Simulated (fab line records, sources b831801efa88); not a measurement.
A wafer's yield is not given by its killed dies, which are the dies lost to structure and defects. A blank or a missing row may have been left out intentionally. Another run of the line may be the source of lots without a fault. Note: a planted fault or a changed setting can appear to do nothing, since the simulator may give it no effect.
Which of the tools did it? || flow gf180mcu || 12 lots with 36 wafers sampled at 5 steps, on a route of 602 steps

WHAT THE GAUGES READ, wafer by wafer
GF_HV_LDD_OVL_MEAS_08. Usual: for HV_LDD_OVL the level is 0.2 nm and the standard deviation is 1.4.
{"lot": "L822", "measured": "day 10 01:40", "on": "overlay-01", "HV_LDD_OVL (nm)": "1.2 1.4 -0.5", "flag": ""}
{"lot": "L823", "measured": "day 10 09:41", "on": "overlay-02", "HV_LDD_OVL (nm)": "-2.6 -1.8 -3.6", "flag": ""}
{"lot": "L824", "measured": "day 10 12:49", "on": "overlay-01", "HV_LDD_OVL (nm)": "-0.9 -0.2 0.2", "flag": ""}
{"lot": "L825", "measured": "day 11 02:13", "on": "overlay-01", "HV_LDD_OVL (nm)": "0.3 -0.1 0.0", "flag": ""}
{"lot": "L826", "measured": "day 11 05:04", "on": "overlay-02", "HV_LDD_OVL (nm)": "-0.9 -0.1 -1.2", "flag": ""}
{"lot": "L827", "measured": "day 11 14:29", "on": "overlay-02", "HV_LDD_OVL (nm)": "1.8 0.1 -0.2", "flag": ""}
{"lot": "L836", "measured": "day 14 05:46", "on": "overlay-02", "HV_LDD_OVL (nm)": "-104.3 -104.8 -102.8", "flag": "OFF"}
{"lot": "L837", "measured": "day 14 12:52", "on": "overlay-01", "HV_LDD_OVL (nm)": "-105.6 -105.3 -105.0", "flag": "OFF"}
{"lot": "L838", "measured": "day 14 22:07", "on": "overlay-01", "HV_LDD_OVL (nm)": "0.9 1.3 -0.8", "flag": ""}
{"lot": "L841", "measured": "day 15 19:35", "on": "overlay-01", "HV_LDD_OVL (nm)": "2.0 0.8 1.1", "flag": ""}
{"lot": "L842", "measured": "day 16 02:28", "on": "overlay-01", "HV_LDD_OVL (nm)": "0.7 0.5 -0.3", "flag": ""}
{"lot": "L844", "measured": "day 16 20:45", "on": "overlay-01", "HV_LDD_OVL (nm)": "2.1 0.6 1.3", "flag": ""}

GF_M1_OVL_MEAS_15. Usual: for M1_OVL the level is 1 nm and the standard deviation is 5.2.
{"lot": "L822", "measured": "day 17 04:05", "on": "overlay-02", "M1_OVL (nm)": "1 2 -5", "flag": ""}
{"lot": "L823", "measured": "day 17 13:37", "on": "overlay-01", "M1_OVL (nm)": "4 -1 8", "flag": ""}
{"lot": "L824", "measured": "day 17 19:19", "on": "overlay-01", "M1_OVL (nm)": "-1 -1 1", "flag": ""}
{"lot": "L825", "measured": "day 18 10:52", "on": "overlay-01", "M1_OVL (nm)": "8 3 2", "flag": ""}
{"lot": "L826", "measured": "day 18 16:16", "on": "overlay-01", "M1_OVL (nm)": "-14 7 -4", "flag": ""}
{"lot": "L827", "measured": "day 19 05:04", "on": "overlay-01", "M1_OVL (nm)": "6 10 2", "flag": ""}
{"lot": "L836", "measured": "day 22 06:37", "on": "overlay-01", "M1_OVL (nm)": "6 5 4", "flag": ""}
{"lot": "L837", "measured": "day 22 14:22", "on": "overlay-02", "M1_OVL (nm)": "-3 -13 -11", "flag": ""}
{"lot": "L838", "measured": "day 23 00:38", "on": "overlay-01", "M1_OVL (nm)": "-3 -2 -2", "flag": ""}
{"lot": "L841", "measured": "day 23 21:49", "on": "overlay-02", "M1_OVL (nm)": "4 3 -2", "flag": ""}
{"lot": "L842", "measured": "day 24 07:40", "on": "overlay-01", "M1_OVL (nm)": "2 4 5", "flag": ""}
{"lot": "L844", "measured": "day 24 22:47", "on": "overlay-02", "M1_OVL (nm)": "-1 -4 1", "flag": ""}

WHICH TOOL RAN EACH LOT (tool, then ch and the chambers of the sampled wafers, then the start)
{"lot": "L822", "GF_HV_LDD_EXPOSE_04": "iline_stepper-01 ch 0, day 9 17:10", "GF_CONTACT_CVD_24": "cvd_w-02 ch 0,1, day 16 04:31", "GF_CONTACT_CMP_27": "cmp-01 ch 0,1,3, day 16 04:48"}
{"lot": "L823", "GF_HV_LDD_EXPOSE_04": "iline_stepper-01 ch 0, day 10 00:34", "GF_CONTACT_CVD_24": "cvd_w-02 ch 0,1, day 16 13:22", "GF_CONTACT_CMP_27": "cmp-01 ch 0,1,2, day 16 13:48"}
{"lot": "L824", "GF_HV_LDD_EXPOSE_04": "iline_stepper-02 ch 0, day 10 03:55", "GF_CONTACT_CVD_24": "cvd_w-01 ch 0,1, day 16 18:58", "GF_CONTACT_CMP_27": "cmp-01 ch 0,2, day 16 19:18"}
{"lot": "L825", "GF_HV_LDD_EXPOSE_04": "iline_stepper-02 ch 0, day 10 17:10", "GF_CONTACT_CVD_24": "cvd_w-02 ch 0,1, day 17 10:37", "GF_CONTACT_CMP_27": "cmp-02 ch 0,1,3, day 17 10:54"}
{"lot": "L826", "GF_HV_LDD_EXPOSE_04": "iline_stepper-02 ch 0, day 10 19:57", "GF_CONTACT_CVD_24": "cvd_w-02 ch 0,1, day 17 15:53", "GF_CONTACT_CMP_27": "cmp-02 ch 1,2,3, day 17 16:10"}
{"lot": "L827", "GF_HV_LDD_EXPOSE_04": "iline_stepper-02 ch 0, day 11 05:04", "GF_CONTACT_CVD_24": "cvd_w-01 ch 0,1, day 18 04:07", "GF_CONTACT_CMP_27": "cmp-01 ch 0,1,3, day 18 04:30"}
{"lot": "L836", "GF_HV_LDD_EXPOSE_04": "iline_stepper-02 ch 0, day 13 19:32", "GF_CONTACT_CVD_24": "cvd_w-02 ch 0,1, day 21 06:22", "GF_CONTACT_CMP_27": "cmp-02 ch 2,3, day 21 06:39"}
{"lot": "L837", "GF_HV_LDD_EXPOSE_04": "iline_stepper-02 ch 0, day 14 02:30", "GF_CONTACT_CVD_24": "cvd_w-01 ch 1, day 21 15:11", "GF_CONTACT_CMP_27": "cmp-02 ch 1,2, day 21 15:34"}
{"lot": "L838", "GF_HV_LDD_EXPOSE_04": "iline_stepper-01 ch 0, day 14 11:39", "GF_CONTACT_CVD_24": "cvd_w-02 ch 0, day 22 01:29", "GF_CONTACT_CMP_27": "cmp-01 ch 0,1,2, day 22 01:49"}
{"lot": "L841", "GF_HV_LDD_EXPOSE_04": "iline_stepper-01 ch 0, day 15 09:02", "GF_CONTACT_CVD_24": "cvd_w-02 ch 0, day 22 22:44", "GF_CONTACT_CMP_27": "cmp-01 ch 1,2,3, day 22 23:04"}
{"lot": "L842", "GF_HV_LDD_EXPOSE_04": "iline_stepper-01 ch 0, day 15 16:19", "GF_CONTACT_CVD_24": "cvd_w-02 ch 1, day 23 08:29", "GF_CONTACT_CMP_27": "cmp-01 ch 0,1,3, day 23 08:52"}
{"lot": "L844", "GF_HV_LDD_EXPOSE_04": "iline_stepper-01 ch 0, day 16 09:22", "GF_CONTACT_CVD_24": "cvd_w-01 ch 0,1, day 23 23:44", "GF_CONTACT_CMP_27": "cmp-02 ch 1,2,3, day 24 00:01"}
- GF_HV_LDD_EXPOSE_04: exposes mask Nplus LV AREA, target cd 400 nm.
- GF_CONTACT_CVD_24: deposits W, target thk 300 nm, time 90.339 s.
- GF_CONTACT_CMP_27: polishes, stops on SiO2, t overpolish 15 s, target thk 0 nm.

WHAT THE TOOLS THEMSELVES READ (means of the sampled wafers that have a number; where no wafer has one, the mark that the record gives instead)
GF_CONTACT_CVD_24. Usual: heater_power_w 872 W, standard deviation 51; susceptor_temp_C 400.04 C, standard deviation 0.22.
{"lot": "L822", "tool": "cvd_w-02", "heater_power_w (W)": 844, "susceptor_temp_C (C)": 400.24, "flag": ""}
{"lot": "L823", "tool": "cvd_w-02", "heater_power_w (W)": 831, "susceptor_temp_C (C)": 400.08, "flag": ""}
{"lot": "L824", "tool": "cvd_w-01", "heater_power_w (W)": 970, "susceptor_temp_C (C)": 400.17, "flag": ""}
{"lot": "L825", "tool": "cvd_w-02", "heater_power_w (W)": 858, "susceptor_temp_C (C)": 400.04, "flag": ""}
{"lot": "L826", "tool": "cvd_w-02", "heater_power_w (W)": 856, "susceptor_temp_C (C)": 399.79, "flag": ""}
{"lot": "L827", "tool": "cvd_w-01", "heater_power_w (W)": 921, "susceptor_temp_C (C)": 399.80, "flag": ""}
{"lot": "L836", "tool": "cvd_w-02", "heater_power_w (W)": 829, "susceptor_temp_C (C)": 400.28, "flag": ""}
{"lot": "L837", "tool": "cvd_w-01", "heater_power_w (W)": 941, "susceptor_temp_C (C)": 400.08, "flag": ""}
{"lot": "L838", "tool": "cvd_w-02", "heater_power_w (W)": 881, "susceptor_temp_C (C)": 400.29, "flag": ""}
{"lot": "L841", "tool": "cvd_w-02", "heater_power_w (W)": 867, "susceptor_temp_C (C)": 400.37, "flag": ""}
{"lot": "L842", "tool": "cvd_w-02", "heater_power_w (W)": 834, "susceptor_temp_C (C)": 400.27, "flag": ""}
{"lot": "L844", "tool": "cvd_w-01", "heater_power_w (W)": 864, "susceptor_temp_C (C)": 399.87, "flag": ""}

GF_CONTACT_CMP_27. Usual: motor_current_A 10.8 A, standard deviation 1.6; overpolish_run_s 15.000 s, standard deviation 0.0097; time_to_endpoint_s 72 s, standard deviation 3.9.
{"lot": "L822", "tool": "cmp-01", "motor_current_A (A)": 9.4, "overpolish_run_s (s)": 15.007, "time_to_endpoint_s (s)": 73, "flag": ""}
{"lot": "L823", "tool": "cmp-01", "motor_current_A (A)": 9.8, "overpolish_run_s (s)": 14.993, "time_to_endpoint_s (s)": 76, "flag": ""}
{"lot": "L824", "tool": "cmp-01", "motor_current_A (A)": 9.5, "overpolish_run_s (s)": 15.008, "time_to_endpoint_s (s)": 77, "flag": ""}
{"lot": "L825", "tool": "cmp-02", "motor_current_A (A)": 11.7, "overpolish_run_s (s)": 14.999, "time_to_endpoint_s (s)": 67, "flag": ""}
{"lot": "L826", "tool": "cmp-02", "motor_current_A (A)": 12.1, "overpolish_run_s (s)": 15.000, "time_to_endpoint_s (s)": 71, "flag": ""}
{"lot": "L827", "tool": "cmp-01", "motor_current_A (A)": 9.8, "overpolish_run_s (s)": 15.001, "time_to_endpoint_s (s)": 76, "flag": ""}
{"lot": "L836", "tool": "cmp-02", "motor_current_A (A)": 11.1, "overpolish_run_s (s)": 14.993, "time_to_endpoint_s (s)": 72, "flag": ""}
{"lot": "L837", "tool": "cmp-02", "motor_current_A (A)": 13.3, "overpolish_run_s (s)": 15.001, "time_to_endpoint_s (s)": 70, "flag": ""}
{"lot": "L838", "tool": "cmp-01", "motor_current_A (A)": 9.8, "overpolish_run_s (s)": 15.002, "time_to_endpoint_s (s)": 72, "flag": ""}
{"lot": "L841", "tool": "cmp-01", "motor_current_A (A)": 10.8, "overpolish_run_s (s)": 14.999, "time_to_endpoint_s (s)": 72, "flag": ""}
{"lot": "L842", "tool": "cmp-01", "motor_current_A (A)": 9.7, "overpolish_run_s (s)": 15.004, "time_to_endpoint_s (s)": 72, "flag": ""}
{"lot": "L844", "tool": "cmp-02", "motor_current_A (A)": 11.7, "overpolish_run_s (s)": 15.003, "time_to_endpoint_s (s)": 69, "flag": ""}

THE ANSWER, worked out from the rows above alone
Rule: a lot counts as off when the mean over its wafers that have a number is more than 3 standard deviations away from the usual mean. Also off: a lot with no number at a reading for which 4 or more lots have one. All remaining lots with rows at the step are treated as sound. After the gauges, taken in route order, come the tools' own readings; for these a lot's mean is taken, as printed above. The first step at which some lot is off is used, and at that step the reading that is off furthest; a lot without a number counts as furthest.
Off: L836, L837, seen at GF_HV_LDD_OVL_MEAS_08 (HV_LDD_OVL).
A tool fits if, at a process step before that reading, it ran every lot that is off, and no sound lot after the first of them. Gauges at GF_HV_LDD_OVL_MEAS_08: tried the same way as those tools. One fits: iline_stepper-02 at GF_HV_LDD_EXPOSE_04. Its last sound lot is L827 (day 11 05:04), its first lot that is off L836 (day 13 19:32): a fault that began between those two fits.

WHAT THE SIMULATOR HAD INSERTED
Scanner matching overlay: iline_stepper-02, from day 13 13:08 on, at GF_HV_LDD_EXPOSE_04. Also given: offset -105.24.
Struck lots among those shown: L836, L837. The same result came from the rule above.
